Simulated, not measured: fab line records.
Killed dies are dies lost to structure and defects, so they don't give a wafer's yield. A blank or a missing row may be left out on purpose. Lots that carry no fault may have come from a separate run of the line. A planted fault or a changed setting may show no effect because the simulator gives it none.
Problem report in the 8D (eight disciplines) form, filled by code :: flow gf180mcu :: the parts of the form that need people (team, actions taken, sign-off) are left out

1. THE PROBLEM
Across 4 wafers from 3 lots, MVSD_RS at GF_VT_IMPLANT_RS_MEAS_46 averages 437.8 ohm/sq, while fault-free wafers read 456.1 ohm/sq with a standard deviation of 1.1. Relative to the usual mean, that is a shift of -17 standard deviations.
The step: measures by four-point-probe.
Earliest sighting: wafer L886.3 on filmMetro-02 at day 11 22:26. The record holds 39 wafers of 14 lots with a number at this step. By rule, "out" or "out of limits" means more than 4 standard deviations away from the usual mean. The rest of the wafers with a number are treated as sound.

2. WHAT IT IS; WHAT IT IS NOT
question: which readings at this step
is: MVSD_RS
is not: -

question: which lots
is: L886, L889, L891
is not: L870, L871, L873, L874, L875, L877, L878, L880, L881, L884, L893

question: which wafers of those lots
is: L886.3, L886.6, L889.3, L891.6
is not: L889.2, L891.1

question: read on which gauges
is: filmMetro-01, filmMetro-02
is not: filmMetro-04

question: when
is: from day 11 22:26
is not: up to then (30 sound wafers); but 5 sound wafers of L889, L891, L893 came after

3. THE SUSPECTS, EACH WITH WHAT RULES IT OUT
Counting: if a tool at a process step up to the reading ran every lot that is out, it stays a suspect. Sound lots after the first of them don't rule it out here, since some wafers of a struck lot are sound.
- the gauge at GF_VT_IMPLANT_RS_MEAS_46 is ruled out. 2 gauges (filmMetro-01, filmMetro-02) read the wafers that are out.
- implanter-04 at GF_MVSD_IMPLANT_09: kept. It ran every lot that is out, first L886 (day 8 07:18); its last sound lot up to then is L884 (day 7 17:54). Out on those wafers are its own readings of beamOnS, faradayCurrentUA.
Left after counting: implanter-04 at GF_MVSD_IMPLANT_09.

4. THE CAUSE (what the simulator had put in)
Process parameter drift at GF_MVSD_IMPLANT_09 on implanter-04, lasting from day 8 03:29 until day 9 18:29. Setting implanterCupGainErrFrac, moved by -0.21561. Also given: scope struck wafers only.
This tool alone remained once counting was done.

5. THE CHAIN OF EFFECTS, in route order
Each row: a reading whose mean over the struck wafers that have a number lies more than 3 standard deviations from the usual. Readings are gone through only where the record gives a usual standard deviation; hours: the median, over the lots, of the time from a lot's start at the first step in this table giving one to that lot's start at this step; sigmas: the change measured in usual standard deviations.
hours: 0
step: GF_MVSD_IMPLANT_09
reading: beamOnS
usual: 9.98 s
on struck wafers: 12.88
change: +2.90
sigmas: +15

hours: 0
step: GF_MVSD_IMPLANT_09
reading: faradayCurrentUA
usual: 28.3
on struck wafers: 21.9
change: -6.4
sigmas: -12

hours: 94
step: GF_VT_IMPLANT_RS_MEAS_46
reading: MVSD_RS
usual: 456.1 ohm/sq
on struck wafers: 437.8
change: -18.3
sigmas: -17
Process steps it contains:
- GF_MVSD_IMPLANT_09
Later steps that measure or inspect, where all struck wafers having a row at the step show a number for every such reading and not one has moved that far: GF_NSD_CD_MEAS_07, GF_V1_RS_MEAS_24.

6. HOW IT WOULD HAVE BEEN CAUGHT EARLIER
91 hours passed between the start of the fault at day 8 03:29 and the first reading out of limits at a measuring or inspecting step in this record, taken at day 11 22:26.
At GF_MVSD_IMPLANT_09, the tool's own readings (beamOnS, faradayCurrentUA) were out on each struck wafer the step has a row for, so an alarm limit on them would have fired on the first such wafer.
The start of GF_MVSD_IMPLANT_09 on implanter-04 came by day 11 22:26 for every one of the lots that are out (3). Had the tool been put on hold then, not one of them would have been saved.
